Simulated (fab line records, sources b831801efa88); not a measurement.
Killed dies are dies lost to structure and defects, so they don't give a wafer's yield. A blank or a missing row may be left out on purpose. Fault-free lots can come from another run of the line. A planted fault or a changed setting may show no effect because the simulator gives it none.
A struck lot beside a sound one :: flow gf180mcu :: 14 steps out of a route of 602
Sound: these wafers, L147.1, L147.4, L147.6. Wafers struck: L140.1, L140.4, L140.6. The cause comes at the end.
Per side, at each step with rows, come the tool, then ch with its chambers, and then its first start. Under that, the readings that differ: sound wafers :: struck wafers :: difference of the means :: sigmas: that difference in standard deviations of wafers without a fault.
alike: same words and numbers on both sides, and readings whose means sit less than 2 such deviations apart. not compared: any withheld reading, any reading some wafer has no value for, any bound like >300 that may hide the same value, and any number with overlapping values for which the record gives no deviation.
A row with sigmas, a row that says differs or no value, or rows on one side alone: a step with any of these is where the two part. Numbers that don't overlap but have no deviation are shown without sigmas and don't part them. A reading that every wafer of one side lacks parts them only if that side has two wafers or more.

GF_M3_SPUTTER_00: material Ti, target thk 37.5 nm, time 150 s.
  sound on pvdSputter-04 at day 25 04:40; struck on pvdSputter-04 at day 23 04:13
  alike: cathodeDcPowerW, throttleValvePct
GF_M3_SPUTTER_01: material TiN, target thk 30 nm, time 25 s.
  sound on pvdSputter-04 at day 25 04:46; struck on pvdSputter-04 at day 23 04:19
  alike: cathodeDcPowerW, throttleValvePct
GF_M3_SPUTTER_02: material AlCu, target thk 450 nm, time 23.9 s.
  sound on pvdSputter-04 at day 25 04:47; struck on pvdSputter-04 at day 23 04:21
  alike: cathodeDcPowerW, throttleValvePct
GF_M3_SPUTTER_03: material Ti, target thk 10 nm, time 6.7 s.
  sound on pvdSputter-04 at day 25 04:49; struck on pvdSputter-04 at day 23 04:23
  alike: cathodeDcPowerW, throttleValvePct
GF_M3_SPUTTER_04: material TiN, target thk 50 nm, time 41.7 s.
  sound on pvdSputter-04 at day 25 04:50; struck on pvdSputter-04 at day 23 04:24
  alike: cathodeDcPowerW, throttleValvePct
GF_M3_RS_MEAS_05: a four-point-probe measurement.
  sound on filmMetro-02 at day 25 04:53; struck on filmMetro-02 at day 23 04:26
  alike: M3_ALCU_RS
GF_M3_THK_MEAS_06: measures by xrf.
  sound on filmMetro-02 at day 25 05:00; struck on filmMetro-02 at day 23 04:34
  alike: M3_ALCU_THK
then, 5 steps without rows for these wafers: GF_M3_DEHYDRATE_07 (time 60 s); GF_M3_HMDS_08 (prime time 60 s); GF_M3_COAT_09 (resist thk 1000 nm); GF_M3_SOFTBAKE_10 (time 57.93 s); GF_M3_EXPOSE_11 (exposes mask Metal3, target cd 280 nm).
GF_M3_PEB_12: peb time 90 s.
  sound on lithoTrack-02 ch 0, day 26 01:16; struck on lithoTrack-02, day 24 02:55
  no value came back on the struck wafers for chillPlateTempC (C), exhaustPa (Pa); on the sound wafers chillPlateTempC (C) reads 23.19 23.08 23.16
then, 1 step without rows for these wafers: GF_M3_DEVELOP_13 (develop time 60 s).

## WHERE THEY PART
At GF_M3_PEB_12 and nowhere else, as far as this record goes.

WHY: what had been put in by the simulator
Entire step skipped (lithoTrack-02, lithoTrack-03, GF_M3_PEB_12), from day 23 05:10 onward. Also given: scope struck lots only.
